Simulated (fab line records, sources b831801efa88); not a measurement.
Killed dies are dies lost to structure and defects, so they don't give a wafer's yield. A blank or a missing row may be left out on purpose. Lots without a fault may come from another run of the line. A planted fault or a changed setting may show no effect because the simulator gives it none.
Which tool did it? | flow sky130 | 13 lots, 39 wafers sampled, at 3 steps of a route of 708

WHAT THE GAUGES READ, wafer by wafer
SKY_CAPM_THK_MEAS_04: measures by xrf.
lot  | measured     | on            | CAPM_TIN_THK (nm)
L441 | day 36 20:17 | film_metro-03 | 198 199 197
L442 | day 37 06:29 | film_metro-03 | 201 201 200
L445 | day 38 05:01 | film_metro-04 | 204 205 198
L446 | day 38 16:26 | film_metro-04 | 203 203 198
L447 | day 39 02:46 | film_metro-04 | 200 200 202
L452 | day 40 06:23 | film_metro-01 | 196 198 199
L454 | day 40 19:07 | film_metro-01 | 200 199 198
L455 | day 41 10:09 | film_metro-03 | 198 200 199
L456 | day 41 18:14 | film_metro-01 | 197 199 201
L459 | day 42 07:06 | film_metro-01 | 196 200 201
L460 | day 42 11:14 | film_metro-03 | 202 201 202
L462 | day 43 11:33 | film_metro-03 | 198 195 196
L463 | day 43 17:47 | film_metro-04 | 201 202 197

WHICH TOOL RAN EACH LOT (tool, then ch and the chambers of the sampled wafers, then the start)
lot  | SKY_LDD_LDN_IMPLANT_08          | SKY_METAL3_SPUTTER_03
L441 | implanter-02 ch 0, day 23 08:20 | pvd_sputter-02, day 36 19:54
L442 | implanter-02 ch 0, day 23 22:25 | pvd_sputter-03, day 37 06:07
L445 | implanter-02 ch 0, day 24 20:35 | pvd_sputter-03, day 38 04:38
L446 | implanter-02 ch 0, day 25 11:26 | pvd_sputter-03, day 38 16:03
L447 | implanter-03 ch 0, day 25 22:02 | pvd_sputter-01, day 39 02:24
L452 | implanter-03 ch 0, day 27 05:51 | pvd_sputter-01, day 40 05:59
L454 | implanter-02 ch 0, day 28 02:07 | pvd_sputter-03, day 40 18:44
L455 | implanter-02 ch 0, day 28 15:26 | pvd_sputter-03, day 41 09:45
L456 | implanter-02 ch 0, day 28 20:47 | pvd_sputter-01, day 41 17:50
L459 | implanter-04 ch 0, day 29 14:29 | pvd_sputter-02, day 42 06:42
L460 | implanter-02 ch 0, day 29 21:31 | pvd_sputter-01, day 42 10:51
L462 | implanter-04 ch 0, day 31 02:23 | pvd_sputter-02, day 43 11:10
L463 | implanter-03 ch 0, day 31 11:31 | pvd_sputter-01, day 43 17:23
- SKY_LDD_LDN_IMPLANT_08
- SKY_METAL3_SPUTTER_03: material Ti, target thk 5 nm, time 3.3 s.

WHAT THE TOOLS THEMSELVES READ (means of the sampled wafers that have a number; where no wafer has one, the mark that the record gives instead)
SKY_LDD_LDN_IMPLANT_08.
lot  | tool         | beam_energy_keV
L441 | implanter-02 | 15.005
L442 | implanter-02 | 15.004
L445 | implanter-02 | 20.410
L446 | implanter-02 | 20.391
L447 | implanter-03 | 14.997
L452 | implanter-03 | 15.004
L454 | implanter-02 | 15.005
L455 | implanter-02 | 15.005
L456 | implanter-02 | 15.002
L459 | implanter-04 | 15.000
L460 | implanter-02 | 14.995
L462 | implanter-04 | 14.997
L463 | implanter-03 | 14.998

SKY_METAL3_SPUTTER_03.
lot  | tool           | throttle_valve_pct (%)
L441 | pvd_sputter-02 | 30.4
L442 | pvd_sputter-03 | 30.3
L445 | pvd_sputter-03 | 30.2
L446 | pvd_sputter-03 | 30.1
L447 | pvd_sputter-01 | 29.2
L452 | pvd_sputter-01 | 29.6
L454 | pvd_sputter-03 | 31.3
L455 | pvd_sputter-03 | 31.2
L456 | pvd_sputter-01 | 29.5
L459 | pvd_sputter-02 | 30.5
L460 | pvd_sputter-01 | 28.7
L462 | pvd_sputter-02 | 30.8
L463 | pvd_sputter-01 | 28.7

THE ANSWER, worked out from the rows above alone
Rule: what is usual is taken from the lots themselves. Put in order of their means at a reading, lots are off if they are a third of the lots or fewer, leave a main group of 4 or more, and stand apart from it by a gap of 3 or more times the standard deviation of the main group's means; of several such gaps the widest counts. A main group whose means are all the same, to the digits that the tables above print for the reading, isn't used. A lot without any number at a reading at which 4 lots or more have one is off too. The other lots that the step has rows for count as sound. The gauges are gone through in route order, then the tools' own readings, and for those a lot's mean is taken as printed above. The first step at which some lot is off is used, and at that step the reading that is off furthest; a lot without a number counts as furthest.
Off: L445, L446, at SKY_LDD_LDN_IMPLANT_08 (beam_energy_keV). The main group: mean 15.001, standard deviation 0.0036.
A tool fits if, at that step or a process step before it, it ran every lot that is off, and no sound lot after the first of them. None of those tried fits.

WHAT THE SIMULATOR HAD PUT IN
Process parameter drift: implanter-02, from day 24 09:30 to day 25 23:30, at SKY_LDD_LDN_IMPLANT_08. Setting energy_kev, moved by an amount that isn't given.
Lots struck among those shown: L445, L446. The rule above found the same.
